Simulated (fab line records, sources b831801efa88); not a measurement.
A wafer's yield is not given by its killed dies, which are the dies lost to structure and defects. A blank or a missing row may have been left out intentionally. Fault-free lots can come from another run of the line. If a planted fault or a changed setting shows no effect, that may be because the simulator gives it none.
Which tool is to blame? | flow gf180mcu | 7 lots, 21 wafers sampled, at 2 steps of a route of 602

== WHAT THE GAUGES READ, wafer by wafer ==
GF_SAB_THK_MEAS_01.
lot  | measured     | on            | SAB_CVD_00_THK (nm)
L464 | day 14 09:51 | film_metro-04 | 49.4 49.2 49.6
L469 | day 16 06:01 | film_metro-01 | 49.2 49.1 49.9
L471 | day 17 03:07 | film_metro-03 | 48.6 64.0 49.9
L473 | day 17 17:37 | film_metro-04 | 62.7 62.7 49.9
L480 | day 20 05:11 | film_metro-01 | 49.9 50.7 51.2
L483 | day 21 04:21 | film_metro-04 | 49.8 50.2 49.9
L486 | day 22 01:05 | film_metro-01 | 49.4 49.1 49.9

== EACH LOT AND THE TOOL THAT RAN IT (in order: tool; ch and the chambers of the sampled wafers; start) ==
lot  | GF_SAB_CVD_00
L464 | pecvd-03 ch 0,2, day 14 09:50
L469 | pecvd-04 ch 1,2, day 16 06:01
L471 | pecvd-04 ch 0,1,2, day 17 03:05
L473 | pecvd-04 ch 0,1, day 17 17:35
L480 | pecvd-01 ch 0,1,2, day 20 05:10
L483 | pecvd-01 ch 0,1,2, day 21 04:20
L486 | pecvd-03 ch 1,2, day 22 01:03
- GF_SAB_CVD_00: deposits SiO2 from TEOS, target thk 50 nm, time 4.9302 s.

== THE ANSWER, worked out from the rows above alone ==
Rule: usual is defined by the lots themselves. The widest of any qualifying gaps counts: lots, ordered by their means at a reading, are off when they make up no more than a third of the lots, leave a main group of 4 or more, and stand apart from it by 3 or more times the standard deviation of that group's means. Not used: any main group whose means are identical at the precision the tables above print for the reading. Also off: a lot with no number at a reading for which 4 or more lots have one. The other lots that the step has rows for count as sound.
Off: L471, L473, at GF_SAB_THK_MEAS_01 (SAB_CVD_00_THK). The main group has a mean of 49.8 nm with a standard deviation of 0.47.
A tool fits if, at a process step before that reading, it ran every lot that is off, and no sound lot after the first of them. Gauges at GF_SAB_THK_MEAS_01: tried the same way as those tools. One fits: pecvd-04 at GF_SAB_CVD_00. A fault onset in the window from L469 (day 16 06:01, its last sound lot) to L471 (day 17 03:05, its first lot off) fits.

== WHAT THE SIMULATOR HAD PUT IN ==
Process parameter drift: pecvd-04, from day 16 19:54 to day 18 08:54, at GF_SAB_CVD_00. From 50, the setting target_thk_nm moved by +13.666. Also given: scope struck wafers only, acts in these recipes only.
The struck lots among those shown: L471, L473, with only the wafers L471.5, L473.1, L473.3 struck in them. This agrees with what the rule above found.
